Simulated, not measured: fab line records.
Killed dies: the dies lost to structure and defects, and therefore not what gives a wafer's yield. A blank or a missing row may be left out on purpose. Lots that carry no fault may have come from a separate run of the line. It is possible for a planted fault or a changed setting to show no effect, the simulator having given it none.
Chamber matching | flow sky130 | 3 sister chambers for SKY_CONTACT_HDPCVD_02 on hdpcvd-02
The step deposits SiO2, target thk 565 nm, time 94.2 s. 14 wafers are shown with their chamber, then 7 later ones without.

== WAFERS PAIRED WITH THEIR CHAMBERS ==
wafer  | chamber | run_length_s (s) | pressure_mtorr (mTorr)
L488.3 | 2       | 122.3            | 5.991
L488.4 | 2       | 122.1            | 6.015
L488.5 | 0       | 122.5            | 6.016
L497.2 | 0       | 122.4            | 6.005
L497.4 | 0       | 122.6            | 6.017
L497.6 | 2       | 121.6            | 6.000
L502.1 | 0       | 122.2            | 6.011
L502.5 | 0       | 122.2            | 6.011
L502.6 | 2       | 122.5            | 5.996
L506.2 | 1       | 121.8            | 5.998
L506.3 | 2       | 122.1            | 5.992
L506.4 | 1       | 121.6            | 6.002
L510.2 | 1       | 121.5            | 6.005
L510.4 | 2       | 121.6            | 6.005

SIGNATURES (means of the wafers above)
reading        | chamber 0 | chamber 1 | chamber 2 | scatter within a chamber
run_length_s   | 122.380   | 121.633   | 122.033   | 0.278
pressure_mtorr | 6.01200   | 6.00167   | 5.99983   | 0.00692
Rule: a wafer's distance from a chamber is the root of the sum, over the readings, of the square of ((its reading less the chamber's mean) divided by the reading's scatter). If the next closest chamber is less than 2 further off than the closest, the wafer can't be placed; otherwise it belongs to the closest. How the scatter is found: for the shown wafers, subtract from each reading the mean of its chamber, square and add these, divide the total by (wafers less chambers), then take the root.

== WAFERS WITHOUT THEIR CHAMBER ==
wafer  | run_length_s (s) | pressure_mtorr (mTorr)
L510.6 | 122.3            | 6.012
L509.2 | 121.6            | 6.002
L509.4 | 122.6            | 6.000
L509.6 | 121.7            | 6.016
L511.1 | 121.6            | 6.025
L511.3 | 121.5            | 6.012
L511.4 | 122.4            | 6.018

== EACH ONE'S CHAMBER ==
wafer  | from the rows above          | in truth
L510.6 | can't be placed: 0 or 2      | 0
L509.2 | can't be placed: 1 or 2      | 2
L509.4 | can't be placed: 0 or 2 or 1 | 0
L509.6 | can't be placed: 1 or 0 or 2 | 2
L511.1 | can't be placed: 1 or 0 or 2 | 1
L511.3 | can't be placed: 1 or 2 or 0 | 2
L511.4 | 0                            | 0
Placed correctly: 1 of 7. Unplaceable from these rows: 6, with the true chamber sitting among the candidates in 6. 0 placed wrongly.
